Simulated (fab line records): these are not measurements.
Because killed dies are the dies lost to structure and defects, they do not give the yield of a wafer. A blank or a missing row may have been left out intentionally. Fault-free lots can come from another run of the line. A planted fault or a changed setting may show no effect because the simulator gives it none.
The tool behind it: which one? / flow gf180mcu / Sampling: 11 lots, 33 wafers, 5 of 602 route steps

## WHAT EACH GAUGE READ, for each wafer
GF_PSD_RS_MEAS_14: the measuring method here is four-point-probe. Usual: NSD_RS gives 45.94 ohm/sq (standard deviation 0.074).
lot=L497; measured=day 15 22:03; on=filmMetro-03; NSD_RS (ohm/sq)=46.07 46.00 46.01; flag=
lot=L499; measured=day 16 17:02; on=filmMetro-04; NSD_RS (ohm/sq)=46.05 45.97 45.94; flag=
lot=L506; measured=day 19 02:53; on=filmMetro-04; NSD_RS (ohm/sq)=49.81 49.87 49.94 49.90 49.86 49.76; flag=OFF
lot=L508; measured=day 19 19:31; on=filmMetro-01; NSD_RS (ohm/sq)=49.68 49.72 49.75 49.73 49.73 49.92; flag=OFF
lot=L512; measured=day 21 04:50; on=filmMetro-03; NSD_RS (ohm/sq)=45.99 45.90 45.89; flag=
lot=L514; measured=day 21 23:16; on=filmMetro-01; NSD_RS (ohm/sq)=45.94 45.99 45.94; flag=
lot=L515; measured=day 22 01:35; on=filmMetro-03; NSD_RS (ohm/sq)=45.98 46.00 45.95; flag=
lot=L516; measured=day 22 06:47; on=filmMetro-01; NSD_RS (ohm/sq)=45.89 45.98 45.85; flag=
lot=L517; measured=day 22 15:34; on=filmMetro-04; NSD_RS (ohm/sq)=45.94 45.97 46.07; flag=
lot=L518; measured=day 23 00:46; on=filmMetro-01; NSD_RS (ohm/sq)=46.05 45.99 45.92; flag=
lot=L520; measured=day 23 14:29; on=filmMetro-04; NSD_RS (ohm/sq)=46.12 45.98 45.96; flag=

GF_SALICIDE_THK_MEAS_05: measures by xrf. Usual: SALICIDE_TIN_THK gives 19.83 nm (standard deviation 0.22).
lot=L497; measured=day 16 22:35; on=filmMetro-01; SALICIDE_TIN_THK (nm)=20.05 20.12 20.18; flag=
lot=L499; measured=day 17 17:44; on=filmMetro-01; SALICIDE_TIN_THK (nm)=19.71 19.77 19.43; flag=
lot=L512; measured=day 22 06:29; on=filmMetro-02; SALICIDE_TIN_THK (nm)=19.77 20.00 20.05; flag=
lot=L514; measured=day 23 00:34; on=filmMetro-02; SALICIDE_TIN_THK (nm)=19.92 19.70 19.72; flag=
lot=L515; measured=day 23 02:26; on=filmMetro-02; SALICIDE_TIN_THK (nm)=20.02 19.83 20.14; flag=
lot=L516; measured=day 23 07:53; on=filmMetro-01; SALICIDE_TIN_THK (nm)=19.59 19.68 19.69; flag=
lot=L517; measured=day 23 16:26; on=filmMetro-04; SALICIDE_TIN_THK (nm)=19.52 19.49 19.74; flag=
lot=L518; measured=day 24 01:20; on=filmMetro-01; SALICIDE_TIN_THK (nm)=19.75 19.87 19.87; flag=
lot=L520; measured=day 24 14:49; on=filmMetro-01; SALICIDE_TIN_THK (nm)=19.89 19.84 19.96; flag=

GF_CONTACT_CD_MEAS_14 targets a cd of 220 nm. Usual: cdNm reads 220.0 nm (standard deviation 1.4).
lot=L497; measured=day 17 23:02; on=cdSem-02; cdNm (nm)=219.7 220.4 219.8; flag=
lot=L499; measured=day 18 18:43; on=cdSem-01; cdNm (nm)=219.7 218.5 218.8; flag=
lot=L512; measured=day 23 06:44; on=cdSem-02; cdNm (nm)=216.9 219.0 220.2; flag=
lot=L514; measured=day 24 01:49; on=cdSem-01; cdNm (nm)=221.3 221.5 222.9; flag=
lot=L515; measured=day 24 03:17; on=cdSem-02; cdNm (nm)=221.7 222.2 222.0; flag=
lot=L516; measured=day 24 08:34; on=cdSem-01; cdNm (nm)=220.5 220.7 219.9; flag=
lot=L517; measured=day 24 16:52; on=cdSem-02; cdNm (nm)=219.1 219.8 219.5; flag=
lot=L518; measured=day 25 01:01; on=cdSem-02; cdNm (nm)=221.2 221.5 222.5; flag=
lot=L520; measured=day 25 14:46; on=cdSem-02; cdNm (nm)=219.6 220.8 221.1; flag=

## EACH LOT AND THE TOOL THAT RAN IT (in order: tool; ch and the chambers of the sampled wafers; start)
lot=L497; GF_NSD_IMPLANT_09=implanter-02 ch 0, day 14 22:01; GF_NSD_STRIP_11=plasmaAsher-03 ch 0,1, day 14 22:18
lot=L499; GF_NSD_IMPLANT_09=implanter-04 ch 0, day 15 17:25; GF_NSD_STRIP_11=plasmaAsher-04 ch 0,1, day 15 17:43
lot=L506; GF_NSD_IMPLANT_09=implanter-02 ch 0, day 18 02:07; GF_NSD_STRIP_11=plasmaAsher-03 ch 0,1, day 18 02:25
lot=L508; GF_NSD_IMPLANT_09=implanter-02 ch 0, day 18 18:01; GF_NSD_STRIP_11=plasmaAsher-01 ch 0,1, day 18 18:19
lot=L512; GF_NSD_IMPLANT_09=implanter-03 ch 0, day 20 03:19; GF_NSD_STRIP_11=plasmaAsher-04 ch 1, day 20 03:35
lot=L514; GF_NSD_IMPLANT_09=implanter-03 ch 0, day 20 21:31; GF_NSD_STRIP_11=plasmaAsher-03 ch 0,1, day 20 21:49
lot=L515; GF_NSD_IMPLANT_09=implanter-03 ch 0, day 20 23:25; GF_NSD_STRIP_11=plasmaAsher-03 ch 0,1, day 20 23:41
lot=L516; GF_NSD_IMPLANT_09=implanter-04 ch 0, day 21 04:40; GF_NSD_STRIP_11=plasmaAsher-04 ch 0,1, day 21 04:58
lot=L517; GF_NSD_IMPLANT_09=implanter-02 ch 0, day 21 13:40; GF_NSD_STRIP_11=plasmaAsher-03 ch 0,1, day 21 13:58
lot=L518; GF_NSD_IMPLANT_09=implanter-02 ch 0, day 21 23:17; GF_NSD_STRIP_11=plasmaAsher-03 ch 0,1, day 21 23:35
lot=L520; GF_NSD_IMPLANT_09=implanter-02 ch 0, day 22 13:34; GF_NSD_STRIP_11=plasmaAsher-04 ch 0,1, day 22 13:52
- GF_NSD_IMPLANT_09
- GF_NSD_STRIP_11: strips in O2/N2.

## AS READ BY THE TOOLS THEMSELVES (means over the sampled wafers that have a number; for cases with no such wafer, the mark the record gives instead)
GF_NSD_IMPLANT_09. Usual: beamEnergyKeV 60.634, standard deviation 0.018; beamOnS 18.7 s, standard deviation 1.7; doseIonsCm2 4e+15, standard deviation 4.2e+12.
lot=L497; tool=implanter-02; beamEnergyKeV=60.624; beamOnS (s)=18.1; doseIonsCm2=4e+15; flag=
lot=L499; tool=implanter-04; beamEnergyKeV=60.643; beamOnS (s)=17.2; doseIonsCm2=4e+15; flag=
lot=L506; tool=implanter-02; beamEnergyKeV=60.639; beamOnS (s)=11.3; doseIonsCm2=2e+15; flag=OFF
lot=L508; tool=implanter-02; beamEnergyKeV=60.650; beamOnS (s)=11.6; doseIonsCm2=2e+15; flag=OFF
lot=L512; tool=implanter-03; beamEnergyKeV=60.611; beamOnS (s)=21.3; doseIonsCm2=4e+15; flag=
lot=L514; tool=implanter-03; beamEnergyKeV=60.656; beamOnS (s)=21.5; doseIonsCm2=4e+15; flag=
lot=L515; tool=implanter-03; beamEnergyKeV=60.622; beamOnS (s)=21.6; doseIonsCm2=4e+15; flag=
lot=L516; tool=implanter-04; beamEnergyKeV=60.628; beamOnS (s)=17.3; doseIonsCm2=4e+15; flag=
lot=L517; tool=implanter-02; beamEnergyKeV=60.652; beamOnS (s)=18.0; doseIonsCm2=4e+15; flag=
lot=L518; tool=implanter-02; beamEnergyKeV=60.638; beamOnS (s)=17.7; doseIonsCm2=4e+15; flag=
lot=L520; tool=implanter-02; beamEnergyKeV=60.644; beamOnS (s)=18.6; doseIonsCm2=4e+15; flag=

GF_NSD_STRIP_11. Usual: drypumpMotorCurrentA 5.8 A, standard deviation 0.47; heaterPowerW 316 W, standard deviation 32; oesProductAu 0.485 a.u., standard deviation 0.0044; platenTempC 250.02 C, standard deviation 0.17; stripTimeToEndpointS 23.00 s, standard deviation 0.035.
lot=L497; tool=plasmaAsher-03; drypumpMotorCurrentA (A)=6.3; heaterPowerW (W)=299; oesProductAu (a.u.)=0.484; platenTempC (C)=250.04; stripTimeToEndpointS (s)=23.01; flag=
lot=L499; tool=plasmaAsher-04; drypumpMotorCurrentA (A)=5.7; heaterPowerW (W)=339; oesProductAu (a.u.)=0.487; platenTempC (C)=250.03; stripTimeToEndpointS (s)=22.96; flag=
lot=L506; tool=plasmaAsher-03; drypumpMotorCurrentA (A)=6.1; heaterPowerW (W)=302; oesProductAu (a.u.)=0.503; platenTempC (C)=250.02; stripTimeToEndpointS (s)=21.16; flag=OFF
lot=L508; tool=plasmaAsher-01; drypumpMotorCurrentA (A)=5.2; heaterPowerW (W)=312; oesProductAu (a.u.)=0.508; platenTempC (C)=249.91; stripTimeToEndpointS (s)=21.20; flag=OFF
lot=L512; tool=plasmaAsher-04; drypumpMotorCurrentA (A)=5.7; heaterPowerW (W)=315; oesProductAu (a.u.)=0.487; platenTempC (C)=250.17; stripTimeToEndpointS (s)=22.99; flag=
lot=L514; tool=plasmaAsher-03; drypumpMotorCurrentA (A)=6.3; heaterPowerW (W)=297; oesProductAu (a.u.)=0.485; platenTempC (C)=249.97; stripTimeToEndpointS (s)=22.98; flag=
lot=L515; tool=plasmaAsher-03; drypumpMotorCurrentA (A)=6.3; heaterPowerW (W)=297; oesProductAu (a.u.)=0.482; platenTempC (C)=250.06; stripTimeToEndpointS (s)=22.99; flag=
lot=L516; tool=plasmaAsher-04; drypumpMotorCurrentA (A)=5.7; heaterPowerW (W)=357; oesProductAu (a.u.)=0.483; platenTempC (C)=250.02; stripTimeToEndpointS (s)=23.02; flag=
lot=L517; tool=plasmaAsher-03; drypumpMotorCurrentA (A)=6.3; heaterPowerW (W)=299; oesProductAu (a.u.)=0.478; platenTempC (C)=250.08; stripTimeToEndpointS (s)=22.97; flag=
lot=L518; tool=plasmaAsher-03; drypumpMotorCurrentA (A)=6.1; heaterPowerW (W)=296; oesProductAu (a.u.)=0.486; platenTempC (C)=249.92; stripTimeToEndpointS (s)=23.00; flag=
lot=L520; tool=plasmaAsher-04; drypumpMotorCurrentA (A)=5.7; heaterPowerW (W)=341; oesProductAu (a.u.)=0.483; platenTempC (C)=249.99; stripTimeToEndpointS (s)=22.97; flag=

## THE ANSWER, worked out from the rows above alone
Rule: lot off if the mean of its wafers having a number is beyond 3 standard deviations from the usual mean. A lot without any number at a reading at which 4 lots or more have one is off too. All remaining lots with rows at the step are treated as sound. The gauges are gone through in route order, then the tools' own readings, and for those a lot's mean is taken as printed above. At the first step where some lot is off, the reading lying furthest off is the one used; lots without a number count as furthest.
Off: L506, L508, at GF_PSD_RS_MEAS_14 (NSD_RS).
A tool fits if, at a process step before that reading, it ran every lot that is off, and no sound lot after the first of them. The gauges at GF_PSD_RS_MEAS_14 aren't tried: what is off there is off at GF_NSD_IMPLANT_09 too, on other tools, and a gauge's error can't cause that. None of those tried fits.

## WHAT THE SIMULATOR HAD INSERTED
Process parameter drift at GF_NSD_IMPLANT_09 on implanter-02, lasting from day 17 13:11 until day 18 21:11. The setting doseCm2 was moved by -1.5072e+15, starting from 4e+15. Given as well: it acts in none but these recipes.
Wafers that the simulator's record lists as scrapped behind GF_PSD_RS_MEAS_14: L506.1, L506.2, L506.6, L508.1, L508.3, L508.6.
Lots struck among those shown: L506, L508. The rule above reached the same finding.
